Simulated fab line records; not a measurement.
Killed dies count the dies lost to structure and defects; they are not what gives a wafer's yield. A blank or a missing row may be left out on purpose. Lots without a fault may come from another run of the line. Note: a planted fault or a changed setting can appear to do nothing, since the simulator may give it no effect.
Problem report in the 8D (eight disciplines) form, filled by code ; flow gf180mcu ; the parts of the form that need people (team, actions taken, sign-off) are left out

## 1. THE PROBLEM
Wafers without a fault read 2999.8 rpm, standard deviation 2.3; spin speed rpm at GF_NSD_COAT_02 reads a mean of 3058.4 rpm on 6 wafers belonging to 2 lots. That is +25 standard deviations from the usual mean.
The step: resist thk 1000 nm.
The first sign was on wafer L662.2 at day 16 13:08, on litho track-01. At this step, 18 wafers from 6 lots have a number in the record. By rule, "out" or "out of limits" means more than 4 standard deviations away from the usual mean. The rest of the wafers with a number are treated as sound.

## 2. WHAT THIS IS AND IS NOT
question;is;is not
which readings at this step;spin speed rpm;-
which lots;L662, L663;L655, L656, L667, L674
which wafers of those lots;all that have a number;-
read on which tools;litho track-01;litho track-04
when;from day 16 13:08;"up to then (6 sound wafers); but 6 sound wafers of L667, L674 came after"

## 3. THE SUSPECTS, EACH WITH WHAT RULES IT OUT
Counting: a tool stays on the suspect list if, at a process step up to the reading, it processed all lots that are out and no sound lot following the first of them.
- rtp anneal-02 at GF_HV_LDD_RTA_52 (time 10 s): ruled out as a lasting fault. The sound lots L667, L674 went through it after L662, its earliest lot that is out (day 15 23:47).
- litho track-01 at GF_NSD_COAT_02 (resist thk 1000 nm): kept. All lots that are out passed through it, beginning with L662 at day 16 13:08, and no sound lot followed; its final sound lot before that point was L656 at day 14 06:51. Its own readings are out on those wafers: spin speed rpm.
The count leaves litho track-01 at GF_NSD_COAT_02.

## 4. THE CAUSE (what the simulator had put in)
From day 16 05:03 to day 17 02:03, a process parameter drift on litho track-01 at GF_NSD_COAT_02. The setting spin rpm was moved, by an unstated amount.
Counting left only this tool.

## 5. SEQUENCE OF EFFECTS, ordered by route
Each row: a reading where the mean over the struck wafers with a number is more than 3 standard deviations away from the usual. Only readings for which the record gives a usual standard deviation are gone through. hours: the time from each lot's start at the first step in this table that gives one to its start at this step, as a median over the lots. sigmas: the change in usual standard deviations.
hours;step;reading;usual;on struck wafers;change;sigmas
0;GF_NSD_COAT_02;spin speed rpm;2999.8 rpm;3058.4;+58.6;+25
Process steps it contains:
- GF_NSD_COAT_02: resist thk 1000 nm.
Later measuring or inspecting steps at which every struck wafer that the step has a row for has a number for every such reading, and none has moved that far: GF_NSD_CD_MEAS_07.

## 6. WHAT WOULD HAVE CAUGHT IT SOONER
8 hours passed between the start of the fault at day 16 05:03 and the first reading out of limits in this record, taken at day 16 13:08.
